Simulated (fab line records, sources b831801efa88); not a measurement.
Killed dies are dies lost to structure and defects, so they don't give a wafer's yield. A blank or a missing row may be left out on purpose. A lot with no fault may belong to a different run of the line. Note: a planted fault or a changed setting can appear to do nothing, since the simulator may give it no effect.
Matching of chambers | flow sky130 | SKY_VIA1_ETCH_14 on rie diel-04: 4 sister chambers
The step etches BARC in N2/H2, stops on SiO2, time 45.9 s, target depth 60 nm. 18 wafers are shown with their chamber, then 9 later ones without.

## WAFERS WITH THEIR CHAMBER
wafer  | chamber | drypump motor current A (A) | n2 flow sccm (sccm) | oes product au (a.u.)
L075.1 | 3       | 5.26                        | 100.01              | 0.855
L075.2 | 2       | 5.75                        | 99.55               | 0.861
L075.6 | 0       | 5.88                        | 99.99               | 0.850
L078.1 | 1       | 5.63                        | 100.42              | 0.854
L078.2 | 0       | 5.87                        | 99.91               | 0.851
L078.3 | 3       | 5.24                        | 100.04              | 0.851
L079.2 | 3       | 5.27                        | 100.13              | 0.855
L079.5 | 2       | 5.70                        | 99.63               | 0.851
L079.6 | 3       | 5.25                        | 100.06              | 0.853
L081.1 | 0       | 5.86                        | 99.62               | 0.851
L081.2 | 3       | 5.27                        | 100.46              | 0.852
L081.4 | 1       | 5.61                        | 99.79               | 0.853
L082.2 | 1       | 5.64                        | 99.86               | 0.854
L082.3 | 3       | 5.26                        | 100.31              | 0.852
L082.5 | 3       | 5.26                        | 100.08              | 0.851
L088.2 | 3       | 5.27                        | 100.26              | 0.851
L088.3 | 2       | 5.70                        | 99.59               | 0.855
L088.6 | 3       | 5.26                        | 99.83               | 0.857

SIGNATURES (means of the wafers above)
reading                 | chamber 0 | chamber 1 | chamber 2 | chamber 3 | scatter within a chamber
drypump motor current A | 5.8700    | 5.6267    | 5.7167    | 5.2600    | 0.015
n2 flow sccm            | 99.8400   | 100.0233  | 99.5900   | 100.1311  | 0.206
oes product au          | 0.85067   | 0.85367   | 0.85567   | 0.85300   | 0.00254
Rule: for each reading, subtract the chamber's mean from the wafer's reading, divide by that reading's scatter and square the result; add these up over the readings and take the root, which gives the wafer's distance from the chamber. If the next closest chamber is less than 2 further off than the closest, the wafer can't be placed; otherwise it belongs to the closest. The scatter is the square root of a quotient: the sum, over the shown wafers, of each reading's squared deviation from its chamber's mean, divided by wafers minus chambers.

## WAFERS WITHOUT THEIR CHAMBER
wafer  | drypump motor current A (A) | n2 flow sccm (sccm) | oes product au (a.u.)
L092.1 | 5.91                        | 99.88               | 0.843
L092.3 | 5.73                        | 100.41              | 0.865
L092.5 | 5.75                        | 100.21              | 0.851
L095.1 | 5.26                        | 100.09              | 0.861
L095.2 | 5.89                        | 99.82               | 0.861
L095.3 | 5.69                        | 100.38              | 0.858
L096.3 | 5.86                        | 100.43              | 0.851
L096.5 | 5.62                        | 99.82               | 0.855
L096.6 | 5.71                        | 100.33              | 0.852

## WHICH CHAMBER EACH ONE RAN IN
wafer  | from the rows above     | in truth
L092.1 | 0                       | 0
L092.3 | 2                       | 2
L092.5 | 2                       | 2
L095.1 | 3                       | 3
L095.2 | 0                       | 0
L095.3 | can't be placed: 2 or 1 | 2
L096.3 | 0                       | 0
L096.5 | 1                       | 1
L096.6 | can't be placed: 2 or 1 | 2
Correctly placed: 7 of 9. Can't be placed from these rows: 2 (the true chamber is among the candidates in 2). Wrongly placed: 0.
